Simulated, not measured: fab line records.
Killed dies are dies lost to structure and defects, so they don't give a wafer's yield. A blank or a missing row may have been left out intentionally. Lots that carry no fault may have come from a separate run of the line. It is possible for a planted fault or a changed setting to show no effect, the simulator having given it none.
Which tool is to blame?	flow sky130	Sampling: 11 lots, 33 wafers, 7 of 708 route steps

== WHAT THE GAUGES READ, wafer by wafer ==
SKY_LDD_HVP_OVL_MEAS_07.
lot	measured	on	LDD_HVP_OVL (nm)
L241	day 21 23:22	overlay-01	-0.8 -1.7 -1.8
L243	day 22 23:41	overlay-02	-0.7 -1.8 -0.3
L244	day 23 02:50	overlay-01	-0.9 -2.0 -0.8
L245	day 23 14:43	overlay-01	1.8 2.1 3.7
L247	day 24 08:25	overlay-02	-0.9 0.6 0.2
L249	day 25 16:53	overlay-02	-1.7 -0.7 -2.1
L251	day 25 22:40	overlay-02	1.7 0.8 0.3
L252	day 26 03:11	overlay-02	-2.1 -2.5 -1.3
L259	day 28 13:53	overlay-02	-1.7 -1.4 -0.1
L260	day 28 22:05	overlay-01	1.0 -1.1 0.5
L261	day 28 22:23	overlay-02	-0.8 1.0 1.3

SKY_POLY_CUT_OVL_MEAS_09.
lot	measured	on	POLY_CUT_OVL (nm)
L241	day 24 15:02	overlay-01	-2 0 -1
L243	day 26 09:38	overlay-01	3 1 8
L244	day 26 10:20	overlay-02	2 3 5
L245	day 26 09:59	overlay-02	3 -8 -7
L247	day 26 20:20	overlay-02	-5 -3 -2
L249	day 28 05:05	overlay-02	1 -5 0
L251	day 28 10:17	overlay-01	-10 -13 -13
L252	day 28 15:17	overlay-01	0 -3 -9
L259	day 31 03:11	overlay-02	-3 -8 -11
L260	day 31 07:56	overlay-01	-8 -10 -12
L261	day 31 10:32	overlay-01	-4 -6 -10

SKY_RES_XHIGH_TW_MEAS_09.
lot	measured	on	RES_XHIGH_TW
L241	day 26 23:17	film-metro-02	1643 1644 1644
L243	day 28 17:15	film-metro-04	1686 1681 1686
L244	day 28 18:52	film-metro-04	1682 1691 1680
L245	day 28 18:14	film-metro-01	1656 1646 1652
L247	day 29 04:10	film-metro-01	1648 1651 1655
L249	day 30 12:22	film-metro-02	1643 1654 1642
L251	day 30 18:58	film-metro-01	2017 2018 2024
L252	day 30 23:29	film-metro-04	2044 2041 2049
L259	day 33 05:35	film-metro-01	1662 1647 1660
L260	day 33 13:10	film-metro-02	1648 1652 1644
L261	day 33 15:41	film-metro-01	1656 1656 1664

SKY_SD_N_RS_MEAS_18: the measuring method here is four-point-probe.
lot	measured	on	RES_XHIGH_RS (ohm/sq)
L241	day 28 03:44	film-metro-04	326.5 326.9 326.8
L243	day 29 22:15	film-metro-04	325.4 325.6 324.8
L244	day 29 23:25	film-metro-01	325.9 327.6 327.5
L245	day 29 22:20	film-metro-02	324.4 325.3 324.5
L247	day 30 08:26	film-metro-01	326.4 326.6 326.3
L249	day 31 15:44	film-metro-01	325.2 324.8 325.7
L251	day 31 23:13	film-metro-04	201.7 201.9 201.6
L252	day 32 02:42	film-metro-02	201.2 201.2 200.0
L259	day 34 09:56	film-metro-02	324.8 325.2 325.1
L260	day 34 16:58	film-metro-02	326.7 326.1 325.3
L261	day 34 19:28	film-metro-02	325.0 325.2 325.4

SKY_LOCAL_INTERCONNECT_OVL_MEAS_12.
lot	measured	on	LOCAL_INTERCONNECT_OVL (nm)
L241	day 30 13:40	overlay-02	4 -4 -3
L243	day 32 05:12	overlay-01	-7 -6 0
L244	day 32 08:11	overlay-01	-2 -2 -1
L245	day 32 07:02	overlay-02	-7 -8 -13
L247	day 32 15:29	overlay-02	-12 -6 -10
L249	day 33 23:47	overlay-01	1 -7 -3
L251	day 34 05:55	overlay-01	1 -1 1
L252	day 34 11:44	overlay-02	-11 -4 3
L259	day 36 17:26	overlay-02	-4 -3 -1
L260	day 37 01:38	overlay-01	-11 -9 -12
L261	day 37 04:29	overlay-02	0 2 2

== WHICH TOOL RAN EACH LOT (tool, then ch and the chambers of the sampled wafers, then the start) ==
lot	SKY_RES_XHIGH_IMPLANT_07	SKY_RES_XHIGH_STRIP_08
L241	implanter-04 ch 0, day 26 23:04	plasma-asher-04 ch 0,1, day 26 23:11
L243	implanter-03 ch 0, day 28 17:02	plasma-asher-03 ch 0,1, day 28 17:09
L244	implanter-04 ch 0, day 28 18:37	plasma-asher-04 ch 0,1, day 28 18:46
L245	implanter-02 ch 0, day 28 17:59	plasma-asher-03 ch 0,1, day 28 18:07
L247	implanter-04 ch 0, day 29 03:55	plasma-asher-04 ch 0,1, day 29 04:04
L249	implanter-03 ch 0, day 30 12:07	plasma-asher-01 ch 0,1, day 30 12:16
L251	implanter-02 ch 0, day 30 18:25	plasma-asher-03 ch 0,1, day 30 18:51
L252	implanter-03 ch 0, day 30 22:55	plasma-asher-01 ch 0,1, day 30 23:23
L259	implanter-03 ch 0, day 33 05:22	plasma-asher-03 ch 0,1, day 33 05:29
L260	implanter-03 ch 0, day 33 12:55	plasma-asher-01 ch 0,1, day 33 13:04
L261	implanter-04 ch 0, day 33 15:26	plasma-asher-04 ch 0,1, day 33 15:35
- SKY_RES_XHIGH_IMPLANT_07
- SKY_RES_XHIGH_STRIP_08: strips in O2/N2.

== WHAT THE TOOLS THEMSELVES READ (means of the sampled wafers that have a number; where no wafer has one, the mark that the record gives instead) ==
SKY_RES_XHIGH_IMPLANT_07.
lot	tool	tilt-deg (degrees)
L241	implanter-04	0.028
L243	implanter-03	-0.016
L244	implanter-04	-0.022
L245	implanter-02	-0.007
L247	implanter-04	-0.000
L249	implanter-03	-0.006
L251	implanter-02	0.010
L252	implanter-03	0.004
L259	implanter-03	0.010
L260	implanter-03	0.008
L261	implanter-04	0.015

SKY_RES_XHIGH_STRIP_08.
lot	tool	drypump-motor-current-A (A)	oes-product-au (a.u.)	strip-time-to-endpoint-s (s)
L241	plasma-asher-04	5.2	0.707	14.32
L243	plasma-asher-03	6.0	0.711	14.28
L244	plasma-asher-04	5.4	0.707	14.33
L245	plasma-asher-03	6.0	0.708	14.27
L247	plasma-asher-04	5.4	0.713	14.25
L249	plasma-asher-01	5.6	0.709	14.31
L251	plasma-asher-03	5.9	0.686	15.01
L252	plasma-asher-01	5.5	0.685	15.08
L259	plasma-asher-03	5.9	0.717	14.30
L260	plasma-asher-01	5.5	0.707	14.26
L261	plasma-asher-04	5.2	0.708	14.27

== THE ANSWER, worked out from the rows above alone ==
Rule: the usual values come from the lots themselves. Put in order of their means at a reading, lots are off if they are a third of the lots or fewer, leave a main group of 4 or more, and stand apart from it by a gap of 3 or more times the standard deviation of the main group's means; of several such gaps the widest counts. A main group whose means are all the same, to the digits that the tables above print for the reading, isn't used. A lot without any number at a reading at which 4 lots or more have one is off too. All remaining lots with rows at the step are treated as sound. First the gauges in route order, then the tools' own readings, where a lot's mean is used as printed above. At the first step where some lot is off, the reading lying furthest off is the one used; lots without a number count as furthest.
Off: L251, L252, seen at SKY_RES_XHIGH_TW_MEAS_09 (RES_XHIGH_TW). For the main group the mean is 1658 and the standard deviation 15.
If a tool, at a process step before that reading, ran all the lots that are off and no sound lot after the first of them, it fits. The gauges at SKY_RES_XHIGH_TW_MEAS_09 aren't tried: what is off there is off at SKY_RES_XHIGH_STRIP_08 too, on other tools, and a gauge's error can't cause that. No candidate that was tried fits.

== WHAT THE SIMULATOR HAD PUT IN ==
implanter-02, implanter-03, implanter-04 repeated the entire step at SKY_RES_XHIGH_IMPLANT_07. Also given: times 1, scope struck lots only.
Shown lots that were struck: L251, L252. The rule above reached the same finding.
